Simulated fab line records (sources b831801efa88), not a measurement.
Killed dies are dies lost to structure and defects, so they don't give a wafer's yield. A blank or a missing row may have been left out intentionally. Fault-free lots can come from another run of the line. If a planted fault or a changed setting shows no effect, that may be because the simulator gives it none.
2 desks, one fault | flow sky130 | each desk has only its own numbers; what lay behind them comes last

AT THE METROLOGY DESK
What the gauges read for every lot (on any tool): the sampled wafers with a number, averaged. Any lot whose mean is over 4 standard deviations away from the usual mean is out of limits and marked OUT; that distance is given in the brackets.
Columns: A = cd nm at SKY_POLY_GATE_CD_MEAS_13, usual 149.9 nm; B = POLY_GATE_OVL at SKY_POLY_GATE_OVL_MEAS_14, usual -1 nm
lot  | first seen here | A     | B
L873 | day 19 17:41    | 152.1 | 7
L874 | day 20 18:01    | 149.4 | 6
L877 | day 20 20:50    | 149.1 | 1
L878 | day 20 23:29    | 150.6 | -9
L885 | day 23 05:14    | 150.2 | 0
L887 | day 24 04:02    | 149.3 | -8
This desk's verdict: no lot among the 6 shows anything out of limits.

FOR THE TOOL OWNER'S DESK: rie si-01
The tool's own readings at SKY_POLY_GATE_ETCH_17 (etches poly-Si in HBr/Cl2, stops on SiO2, target depth 180 nm, time 70.5 s): means of the sampled wafers that have a number, for each lot that ran on this tool. Any lot whose mean is over 4 standard deviations away from the usual mean is out of limits and marked OUT; that distance is given in the brackets.
Columns: A = drypump motor current A at SKY_POLY_GATE_ETCH_17, usual 5.5 A; B = oes product au at SKY_POLY_GATE_ETCH_17, usual 0.987 a.u.; C = throttle valve pct at SKY_POLY_GATE_ETCH_17, usual 33.685 %
lot  | first seen here | A   | B     | C
L873 | day 19 18:01    | 5.5 | 0.994 | 33.681
L874 | day 20 18:22    | 5.7 | 0.986 | 33.685
L877 | day 20 21:10    | 5.7 | 0.973 | 33.684
L885 | day 23 05:35    | 5.8 | 0.998 | 33.682
L887 | day 24 04:23    | 5.4 | 0.989 | 33.689
This desk's verdict: no lot among the 5 shows anything out of limits.

ALL TOGETHER
From the metrology desk's view, nothing was out of limits.
The desk of the tool owner found nothing out of limits.

WHAT THE SIMULATOR HAD INSERTED
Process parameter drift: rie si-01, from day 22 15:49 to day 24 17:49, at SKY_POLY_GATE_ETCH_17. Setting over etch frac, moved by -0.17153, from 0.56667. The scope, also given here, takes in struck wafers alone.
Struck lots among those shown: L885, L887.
